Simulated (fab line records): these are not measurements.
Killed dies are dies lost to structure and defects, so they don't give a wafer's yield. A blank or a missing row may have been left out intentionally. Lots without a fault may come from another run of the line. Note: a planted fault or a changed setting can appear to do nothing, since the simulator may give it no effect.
2 desks looking at one fault || flow gf180mcu || each desk has only its own numbers; what lay behind them comes last

FOR THE TOOL OWNER'S DESK: implanter-03
For each lot that ran on this tool, the mean over its sampled wafers that have a number, from the tool's own readings at GF_NWELL_IMPLANT_08. If a lot's mean is further than 4 standard deviations from the usual mean, the lot is out of limits and carries the mark OUT (the distance appears in the brackets).
Columns: A = endStationPressureTorr at GF_NWELL_IMPLANT_08, usual 5.05e-06 Torr; B = tiltDeg at GF_NWELL_IMPLANT_08, usual 0.006 degrees
{"lot": "L202", "first seen here": "day 3 11:25", "A": 5.05e-06, "B": -0.009}
{"lot": "L206", "first seen here": "day 4 16:54", "A": 4.85e-06, "B": -0.002}
{"lot": "L208", "first seen here": "day 5 09:01", "A": 4.97e-06, "B": -0.021}
{"lot": "L210", "first seen here": "day 5 18:18", "A": 4.93e-06, "B": 0.040}
{"lot": "L221", "first seen here": "day 7 21:07", "A": 5.23e-06, "B": "2.649 (+99 or more) OUT"}
{"lot": "L222", "first seen here": "day 8 02:03", "A": 5.31e-06, "B": "2.672 (+99 or more) OUT"}
This desk's verdict: out of limits on L221, L222, starting with L221 at day 7 21:07 (tiltDeg at GF_NWELL_IMPLANT_08). L202, L206, L208, L210 stayed within limits.

FROM THE METROLOGY DESK
Lot by lot, what the gauges showed, no matter which tool ran the lot: averages of those sampled wafers that carry a number. If a lot's mean is further than 4 standard deviations from the usual mean, the lot is out of limits and carries the mark OUT (the distance appears in the brackets).
Columns: A = NWELL_TW at GF_NWELL_TW_MEAS_11, usual 1565; B = NWELL_RS at GF_VT_IMPLANT_RS_MEAS_47, usual 487.5 ohm/sq; C = HV_LDD_TW at GF_HV_LDD_TW_MEAS_11, usual 2412
{"lot": "L202", "first seen here": "day 3 11:47", "A": 1584, "B": 488.5, "C": 2361}
{"lot": "L205", "first seen here": "day 4 08:37", "A": 1574, "B": 485.2, "C": 2406}
{"lot": "L204", "first seen here": "day 4 09:13", "A": 1579, "B": 486.7, "C": 2424}
{"lot": "L206", "first seen here": "day 4 17:17", "A": 1534, "B": 486.7, "C": 2363}
{"lot": "L207", "first seen here": "day 5 03:29", "A": 1571, "B": 487.1, "C": 2361}
{"lot": "L209", "first seen here": "day 5 09:04", "A": 1566, "B": 486.7, "C": 2423}
{"lot": "L208", "first seen here": "day 5 09:25", "A": 1579, "B": 488.8, "C": 2419}
{"lot": "L210", "first seen here": "day 5 18:43", "A": 1542, "B": 489.3, "C": 2355}
{"lot": "L213", "first seen here": "day 6 04:04", "A": 1540, "B": 487.2, "C": 2427}
{"lot": "L214", "first seen here": "day 6 08:53", "A": 1544, "B": 489.7, "C": 2454}
{"lot": "L221", "first seen here": "day 7 21:31", "A": "1706 (+7.4) OUT", "B": "621.2 (+96) OUT", "C": 2420}
{"lot": "L222", "first seen here": "day 8 02:27", "A": "1719 (+8.1) OUT", "B": "620.4 (+95) OUT", "C": 2411}
Per this desk, out of limits: L221, L222; the first was L221, day 7 21:31 (NWELL_TW at GF_NWELL_TW_MEAS_11). L202, L205, L204, L206, L207, L209, L208, L210, L213, L214 stayed within limits.

PUT TOGETHER
The tool owner's desk had the chance to raise an alarm at day 7 21:07 on L221, L222.
On L221, L222, the metrology desk was in a position to raise an alarm at day 7 21:31.
GF_NWELL_IMPLANT_08 was run on implanter-03 by each of the lots named.

WHAT THE SIMULATOR PUT IN
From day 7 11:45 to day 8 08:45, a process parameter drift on implanter-03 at GF_NWELL_IMPLANT_08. Setting tiltDeg, moved by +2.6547, from 0. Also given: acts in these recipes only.
Lots struck among those shown: L221, L222.
Counting hours from when the fault started, the first reading out of limits came at 9 for the tool owner's desk and at 10 for the metrology desk.
